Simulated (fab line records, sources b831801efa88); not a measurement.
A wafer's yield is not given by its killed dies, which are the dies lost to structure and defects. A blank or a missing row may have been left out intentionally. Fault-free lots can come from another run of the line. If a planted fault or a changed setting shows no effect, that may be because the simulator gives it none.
fab line records	flow sky130
record: lots: 4	wafers: 12	last-day: 47
route steps=708 shown METAL3@557 VIA3@573 METAL4@598 PAD_OPEN@708
lots with no fault: from the same line, run without faults
start-h: hours from the record's first day to the start of the lot's first wafer shown	wait-h: hours since the lot's step before	" unchanged from the row above	L1.1+2: a single row standing in for several wafers	- no value, or no start given	* or withheld: withheld	< > ~ a bound
route shown NAME@n: a module of which the file shows steps, and the number in the route of the first	usual: mean/standard deviation of fault-free wafers	same: alike in all rows	chamber/n: place in a boat	sites: readings site by site	_std_site: standard deviation of those values	_edge_site: inner sites' mean taken away from outer sites' mean	radius-mm: how far each site lies from the wafer's centre	mask NAME#n: copy n	behind: the last tool/chamber to shape the wafer	hold: why the lot went on hold/how many hours it stayed there/how the hold came to an end	device: which transistor (n, p or np) failed to switch	end of line: at the end of the route, the tests of the same wafers	a step with no rows: only its recipe	killed: dies lost to structure and defects at the first sort, not the wafer's yield	map: dies across one wafer; x = killed, . = not, _ = none there
set.NAME: the setting that was run; set.NAME@STEP: the one run at that earlier step	model.NAME: the simulator's own value behind a step, which no gauge read
lots seen at some steps along the route; tables by step, rows by wafer
services: when a tool's chamber went out of use (start-h, in hours from the record's first day, below 0 if earlier), for how many hours, and the reason
== steps ==
step: SKY_METAL3_COAT_07
recipe: resist: BARC	temp-c: withheld	time-s: withheld	spin-rpm: 3000	resist-thk-nm: 60
step: SKY_METAL3_COAT_08
recipe: resist: KrF-thick	spin-rpm: 3000	resist-thk-nm: 1140
step: SKY_METAL3_SOFTBAKE_09
recipe: temp-c: 100	time-s: 90	resist: KrF-thick
step: SKY_METAL3_EXPOSE_10
recipe: mask-id: MM3	na: 0.68	source-shape: annular	sigma-inner: 0.4	sigma-outer: 0.8	target-cd-nm: 300	dose-mj: 28
step: SKY_METAL3_PEB_11
recipe: peb-temp-c: withheld	peb-time-s: withheld	resist: KrF-thick
step: SKY_METAL3_DEVELOP_12
recipe: develop-time-s: 60	resist: KrF-thick	dev-temp-c: 21
step: SKY_METAL3_DESCUM_15
recipe: chemistry: O2	source-power-w: 150	bias-power-w: 0	pressure-mtorr: 10	temp-c: 40	time-s: 8
step: SKY_METAL3_ETCH_16
recipe: chemistry: N2/H2	target: BARC	ion-energy-ev: 200	bias-w: 100	pressure-mtorr: 30	n2-flow-sccm: 100	h2-flow-sccm: 200	icp-w: 500	stop-on: SiO2	time-s: 88.2	target-depth-a: 600
step: SKY_METAL3_ETCH_17
recipe: target: SiO2	stop-on: TiN	chemistry: C4F8/O2/Ar	source-w: 1500	bias-w: 1200	pressure-mtorr: 40	c4f8-flow-sccm: withheld	O2_flow_sccm: 6	Ar_flow_sccm: 300	time-s: 3.9	target-depth-a: 150
step: SKY_METAL3_METAL_ETCH_18
recipe: target-depth-a: 8450	stop-on: SiO2	over-etch-frac: 0.3	time-s: 183.1	chemistry: Cl2/BCl3	resist-sidewall-deg: 88	pressure-mtorr: 10	icp-w: 900	bias-w: 48.5	Cl2_flow_sccm: 60	bcl3-flow-sccm: 30
step: SKY_METAL3_STRIP_19
recipe: chemistry: O2/N2	power-w: 1400	pressure-mtorr: 1500	platen-temp-c: withheld	o2-flow-sccm: 3000	n2-flow-sccm: 300	overash-fraction: 0.5
usual: chamber-pressure-mTorr: 1499.9/1.4	drypump-motor-current-A: 5.6/0.35	oes-product-au: 0.502/0.006	strip-time-to-endpoint-s: 6.54/0.1
lot.wafer	tool	chamber	start-h	wait-h	chamber-pressure-mTorr	drypump-motor-current-A	oes-product-au	rf-hours-counter-h	strip-time-to-endpoint-s
L305.4	plasma-asher-04	0	913.37	0.1	1498.6	5.8	0.491	-	6.40
L305.5	"	1	"	"	1500.8	5.3	0.505	-	6.47
L305.6	"	0	"	"	1499.9	5.8	0.499	-	6.41
L309.1	plasma-asher-04	0	932.38	0.1	1498.4	5.8	0.499	79	6.55
L309.3	"	0	"	"	1499.4	5.8	0.502	-	6.58
L309.6	"	1	"	"	1498.0	5.3	0.511	-	6.66
L312.2	plasma-asher-04	1	972.69	0.1	1501.9	5.3	0.502	83	6.58
L312.3	"	0	"	"	1498.0	5.8	0.509	-	6.68
L312.6	"	1	"	"	1498.2	5.3	0.509	-	6.60
L313.1	plasma-asher-04	0	977.88	0.1	1502.3	5.8	0.504	84	6.52
L313.2	"	1	"	"	1500.3	5.3	0.495	84	6.41
L313.5	"	0	"	"	1500.9	5.8	0.500	-	6.48
step: SKY_METAL3_STRIP_20
recipe: chemistry: post-etch-residue-remover	time-s: 1200	temp-c: 72.5
step: SKY_METAL3_CLEAN_21
recipe: chemistry: IPA	time-s: 180	temp-c: 25
step: SKY_METAL3_CLEAN_22
recipe: chemistry: O3/DIW	dry: n2-spin
step: SKY_VIA3_HDPCVD_00
recipe: material: SiO2	target-thk-nm: 1635	sigma-open-frac: 0.3	time-s: 272.5	temp-c: 400	sih4-flow-sccm: 60	pressure-mtorr: 6
step: SKY_VIA3_CMP_02
recipe: material: SiO2	down-force-psi: 4	platen-rpm: 60	pad-velocity-m-s: 0.94248
step: SKY_VIA3_DEHYDRATE_04
recipe: temp-c: 200	time-s: 60
step: SKY_VIA3_HMDS_05
recipe: prime-time-s: 60	prime-temp-c: 120
step: SKY_VIA3_COAT_06
recipe: resist: BARC	temp-c: withheld	time-s: withheld	spin-rpm: 3000	resist-thk-nm: 60
step: SKY_VIA3_COAT_07
recipe: resist: KrF-thick	spin-rpm: 3000	resist-thk-nm: 450
step: SKY_VIA3_SOFTBAKE_08
recipe: temp-c: 100	time-s: 90	resist: KrF-thick
step: SKY_VIA3_EXPOSE_09
recipe: mask-id: VIM3	na: 0.8	source-shape: annular	sigma-inner: 0.55	sigma-outer: 0.85	target-cd-nm: 200	dose-mj: 38
step: SKY_VIA3_PEB_10
recipe: peb-temp-c: withheld	peb-time-s: withheld	resist: KrF-thick
step: SKY_VIA3_DEVELOP_11
recipe: develop-time-s: 60	resist: KrF-thick	dev-temp-c: 21
step: SKY_VIA3_ETCH_14
recipe: chemistry: N2/H2	target: BARC	ion-energy-ev: 200	source-w: 500	bias-w: 100	pressure-mtorr: 30	n2-flow-sccm: 100	h2-flow-sccm: 200	stop-on: SiO2	time-s: 45.9	target-depth-a: 600
step: SKY_VIA3_ETCH_15
recipe: target: SiO2	chemistry: C4F8/O2/Ar	target-depth-nm: 507	stop-on: TiN	mask-material: KrF-thick	source-w: 1500	bias-w: 1200	pressure-mtorr: 40	c4f8-flow-sccm: withheld	O2_flow_sccm: 6	Ar_flow_sccm: 300	time-s: 78
step: SKY_VIA3_STRIP_16
recipe: chemistry: O2/N2	power-w: 1400	pressure-mtorr: 1500	platen-temp-c: withheld	o2-flow-sccm: 3000	n2-flow-sccm: 300	overash-fraction: 0.5
step: SKY_VIA3_STRIP_17
recipe: chemistry: post-etch-residue-remover	time-s: 1200	temp-c: 72.5
step: SKY_VIA3_CLEAN_18
recipe: chemistry: IPA	time-s: 180	temp-c: 25
step: SKY_VIA3_CLEAN_19
recipe: chemistry: O3/DIW	dry: n2-spin
step: SKY_VIA3_SPUTTER_20
recipe: material: TiN	target-thk-nm: 20	chamber-pressure-pa: 5	power-w: 4000	time-s: 80
step: SKY_VIA3_CVD_21
recipe: material: W	target-thk-nm: 390	time-s: 117.31	temp-c: 400	pressure-torr: 40
step: SKY_VIA3_CMP_24
recipe: stop-on: SiO2	t-overpolish-s: 20	down-force-psi: 3.5	platen-rpm: 60	target-thk-nm: 0	pad-velocity-m-s: 0.94248
step: SKY_METAL4_SPUTTER_00
recipe: material: Ti	target-thk-nm: 15	power-w: 3000	time-s: 10	chamber-pressure-pa: 0.4
step: SKY_PAD_OPEN_PROBE_99
usual: defect-limited-yield: 82.5/1.9	killed_at_M0_to_M3: 43/6.8	killed_at_M4_up: 3.2/1.8	killed-at-contacts: 24/6.2	killed-at-front-end: 15/4.7	killed-at-other: 0.4/0.63	killed-dies: 86/9.6	killed-open: 47/6.9	killed-short: 39/6.3	sort_bin_3_pad_short: 0.9/0.46	sort_bin_5_function: 10.5/1.5	sort_bin_6_memory: 6.1/1.1	sort-n-pass: 406/9.6	sort-yield-pct: 82.5/1.9
same: gross-dies: 492	killed-at-back-side: 0	sort_bin_4_leakage[%]: 0	sort_bin_8_speed[%]: 0
lot.wafer	tool	chamber	start-h	wait-h	defect-limited-yield[%]	killed_at_M0_to_M3	killed_at_M4_up	killed-at-contacts	killed-at-front-end	killed-at-other	killed-dies	killed-open	killed-short	sort_bin_3_pad_short[%]	sort_bin_5_function[%]	sort_bin_6_memory[%]	sort-n-pass	sort-yield-pct[%]	model.etest.tester.sort-n-pass	model.etest.tester.sort-yield-pct	model.etest.tester.sort_bin_5_pct	model.etest.tester.sort_bin_3_pct
L305.4	prober-02	-	1080.63	0.2	85.0	36	2	22	14	0	74	44	29	0.4	7.9	6.7	418	85.0	418	84.96	7.927	0.4065
L305.5	prober-02	-	1080.68	0.2	83.3	40	0	31	11	0	82	47	35	0.6	10.0	6.1	410	83.3	410	83.33	9.959	0.6098
L305.6	prober-02	-	1080.73	0.2	80.1	47	2	36	13	0	98	59	39	1.6	12.0	6.3	394	80.1	394	80.08	11.99	1.626
L309.1	prober-01	-	1099.49	0.1	83.3	48	3	14	17	0	82	52	30	0.8	11.2	4.7	410	83.3	410	83.33	11.18	0.813
L309.3	prober-01	-	1099.59	0.2	83.9	31	5	27	15	1	79	44	35	1.2	7.7	7.1	413	83.9	413	83.94	7.724	1.22
L309.6	prober-01	-	1099.74	0.2	80.9	42	2	32	18	0	94	51	43	1.2	12.0	5.9	398	80.9	398	80.89	11.99	1.22
L312.2	prober-01	-	1131.77	0.1	74.6	90	1	20	14	0	125	36	34	3.9	16.1	5.5	367	74.6	367	74.59	16.06	3.862
L312.3	prober-01	-	1131.82	0.2	82.7	41	3	22	19	0	85	43	42	0.2	10.6	6.5	407	82.7	407	82.72	10.57	0.2033
L312.6	prober-01	-	1131.97	0.2	73.4	96	1	25	9	0	131	41	30	4.3	15.2	7.1	361	73.4	361	73.37	15.24	4.268
L313.1	prober-02	-	1139.42	0.1	80.9	52	2	28	11	1	94	57	37	1.0	11.8	6.3	398	80.9	398	80.89	11.79	1.016
L313.2	prober-02	-	1139.47	0.1	69.5	107	2	30	11	0	150	41	44	4.3	18.7	7.5	342	69.5	342	69.51	18.7	4.268
L313.5	prober-02	-	1139.62	0.2	81.7	52	3	21	14	0	90	47	43	0.4	10.4	7.5	402	81.7	402	81.71	10.37	0.4065
killed by level:class
L305.4 VIA1:geometric-particle:open=9 VIA3:geometric-particle:open=7 CONTACT:geometric-particle:open=7 VIA2:geometric-particle:open=7 CONTACT:geometric-particle:short=6 LI_CONTACT:geometric-particle:open=4 METAL2:geometric-particle:short=4 FIELD_ISO:geometric-particle:short=3
L305.5 CONTACT:geometric-particle:open=10 LI_CONTACT:geometric-particle:open=8 METAL1:geometric-particle:short=7 VIA3:geometric-particle:open=7 VIA2:geometric-particle:open=7 LOCAL_INTERCONNECT:geometric-particle:short=6 VIA1:geometric-particle:open=6 FIELD_ISO:geometric-particle:short=4
L305.6 CONTACT:geometric-particle:open=14 LI_CONTACT:geometric-particle:open=10 VIA1:geometric-particle:open=10 VIA2:geometric-particle:open=9 METAL3:geometric-particle:short=5 LOCAL_INTERCONNECT:geometric-particle:short=5 VIA1:geometric-particle:short=5 VIA3:geometric-particle:open=5
L309.1 VIA1:geometric-particle:open=14 VIA2:geometric-particle:open=9 POLY_GATE:geometric-particle:open=8 LI_CONTACT:geometric-particle:open=7 VIA1:geometric-particle:short=5 METAL2:geometric-particle:short=5 VIA3:geometric-particle:open=5 FIELD_ISO:geometric-particle:open=3
L309.3 CONTACT:geometric-particle:open=12 VIA1:geometric-particle:open=9 LOCAL_INTERCONNECT:geometric-particle:short=7 LI_CONTACT:geometric-particle:open=6 VIA3:geometric-particle:open=5 FIELD_ISO:geometric-particle:short=4 METAL2:geometric-particle:short=4 POLY_GATE:geometric-particle:short=3
L309.6 CONTACT:geometric-particle:open=14 POLY_GATE:geometric-particle:short=9 VIA3:geometric-particle:open=9 VIA1:geometric-particle:open=8 VIA2:geometric-particle:open=7 LI_CONTACT:geometric-particle:open=5 CONTACT:geometric-particle:short=5 LI_CONTACT:geometric-particle:short=4
L312.2 METAL3:unspecified=55 VIA1:geometric-particle:open=8 VIA3:geometric-particle:open=6 FIELD_ISO:geometric-particle:short=5 LOCAL_INTERCONNECT:geometric-particle:short=5 CONTACT:geometric-particle:open=5 VIA2:geometric-particle:open=5 CONTACT:geometric-particle:short=4
L312.3 LI_CONTACT:geometric-particle:open=11 VIA1:geometric-particle:open=10 VIA2:geometric-particle:short=5 VIA1:geometric-particle:short=5 FIELD_ISO:geometric-particle:open=4 LOCAL_INTERCONNECT:geometric-particle:short=4 POLY_GATE:geometric-particle:short=4 VIA2:geometric-particle:open=4
L312.6 METAL3:unspecified=60 VIA1:geometric-particle:open=10 CONTACT:geometric-particle:short=7 CONTACT:geometric-particle:open=6 VIA2:geometric-particle:open=6 LI_CONTACT:geometric-particle:open=5 VIA3:geometric-particle:open=5 LOCAL_INTERCONNECT:geometric-particle:short=4
L313.1 VIA1:geometric-particle:open=12 CONTACT:geometric-particle:open=12 VIA3:geometric-particle:open=10 CONTACT:geometric-particle:short=8 METAL2:geometric-particle:short=7 LI_CONTACT:geometric-particle:open=5 METAL1:geometric-particle:short=5 VIA2:geometric-particle:open=4
L313.2 METAL3:unspecified=65 CONTACT:geometric-particle:open=13 VIA2:geometric-particle:open=7 LOCAL_INTERCONNECT:geometric-particle:short=6 METAL1:geometric-particle:short=6 VIA1:geometric-particle:short=6 POLY_GATE:geometric-particle:short=5 LI_CONTACT:geometric-particle:open=5
L313.5 VIA1:geometric-particle:open=11 CONTACT:geometric-particle:open=10 VIA3:geometric-particle:open=9 METAL2:geometric-particle:short=8 VIA2:geometric-particle:open=6 METAL1:geometric-particle:short=6 LI_CONTACT:geometric-particle:open=5 POLY_GATE:geometric-particle:short=4
map L312.6 (x killed, . not)
__________......x..._________
________x..x..x....x.._______
______...xx........x..x._____
_____....x..x.......x....____
____....x......x...x......___
___.x..........x..x.x......__
__.....x....x.......x.x..x.x_
_x.....x.....x.......xx.xx...
_....................xxxxxx..
_x.........x..x.x.xxxxxxxxx..
_........x........xxxxxxxxx..
_..x.x.xx..........xxxxxxxx.x
_x......x.x........xxxxxxxxxx
_...x.............xxxxxxxxx..
_.....x........x..xx.xxxxxx.x
__..xx.....x........x.x....._
___.x...x.xx...........x...__
____....x..x........x.x...___
_____.......x.....xx.....____
______xx.xx............._____
________.......x......_______
__________.....x...._________
map L313.2 (x killed, . not)
__________.x.x.x..x._________
________.....x....x.x._______
______..x.x......xx..x.._____
_____xx..x........x......____
____x.....x.x......x.....x___
___...x.xx..x...x.x........__
__x..........x.x............_
_x......x.x...........xx.....
_.x.....x.......xx.xxxxxxxx.x
_.x.....x....x..x..xxxxxxxxxx
_xx..x.............xxxxxxxxx.
_...........x....xx.xxxxxxxxx
_.x....x.x....xx...xxxxxxxxxx
_.......x..........xxxxxxxxxx
_x..x............x.xxxxxxxx.x
__............x.x.....xxx..._
___............x..x..x.....__
____.......x...xx.....x.x.___
_____........x..x.x......____
______.x.....x.......x.._____
________..........xxx._______
__________x.xx.x...._________
== services ==
tool	chamber	start-h	hours	kind
plasma-asher-04	-	895.30	5.5	repair
== key ==
first-sign: step: SKY_PAD_OPEN_PROBE_99	reading: killed_at_M0_to_M3	direction: up	sigmas: 8	usual: 43	struck: 98
effect: step: SKY_PAD_OPEN_PROBE_99	reading: sort_bin_3_pad_short	direction: up	sigmas: 7.1	usual: 0.9	struck: 4.1
model-effect: step: SKY_PAD_OPEN_PROBE_99	value: etest.tester.sort-n-pass	without: 410.3	struck: 356.7
met-at SKY_METAL3_STRIP_19
struck-wafers L312.2,L312.6,L313.2
onset-between 932.38 972.69
fault: kind: chamber-particle-source	tool: plasma-asher-04	chamber: 1	onset-h: 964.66	steps: SKY_METAL3_STRIP_19	rate-per-visit-cm2: 1.3062	end-h: 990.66
